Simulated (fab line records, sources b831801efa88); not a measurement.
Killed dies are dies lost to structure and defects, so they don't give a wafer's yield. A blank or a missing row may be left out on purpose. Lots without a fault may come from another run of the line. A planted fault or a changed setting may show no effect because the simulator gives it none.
Chamber matching | flow sky130 | SKY_LI_CONTACT_ETCH_15 on rie_diel-04: 4 sister chambers
The step etches PSG in C4F8/O2/Ar, stops on Si, target depth 600 nm. 4 wafers are shown with their chamber, then 8 later ones without.

WAFERS WITH THEIR CHAMBER
wafer  | chamber | oes_product_au (a.u.)
L084.5 | 1       | 0.837
L087.1 | 3       | 0.839
L087.2 | 2       | 0.833
L087.4 | 0       | 0.838

WAFERS WITHOUT THEIR CHAMBER
wafer  | oes_product_au (a.u.)
L087.5 | 0.834
L087.6 | 0.837
L086.1 | 0.839
L086.2 | 0.832
L086.3 | 0.841
L086.4 | 0.831
L086.5 | 0.830
L086.6 | 0.838

WHICH CHAMBER EACH WENT THROUGH
wafer  | from the rows above          | in truth
L087.5 | can't be placed: 2 or 1 or 0 | 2
L087.6 | can't be placed: 1 or 0 or 3 | 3
L086.1 | can't be placed: 3 or 0 or 1 | 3
L086.2 | 2                            | 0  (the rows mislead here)
L086.3 | can't be placed: 3 or 0 or 1 | 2
L086.4 | 2                            | 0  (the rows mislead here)
L086.5 | 2                            | 2
L086.6 | can't be placed: 0 or 1 or 3 | 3
Placed correctly: 1 of 8. Can't be placed from these rows: 5 (the true chamber is among the candidates in 4). Placed wrongly: 2.
How it was worked out, from the rows above alone: a wafer's distance from a chamber is the root of the sum, over the readings, of the square of ((its reading less the chamber's mean) divided by the reading's scatter). The wafer belongs to the nearest chamber; if the next one is less than 2 further off, it can't be placed. A chamber's mean is the mean of its shown wafers. The scatter: with one shown wafer a chamber, the root of the mean of the squares of how far each hidden wafer lies from its nearest shown one.
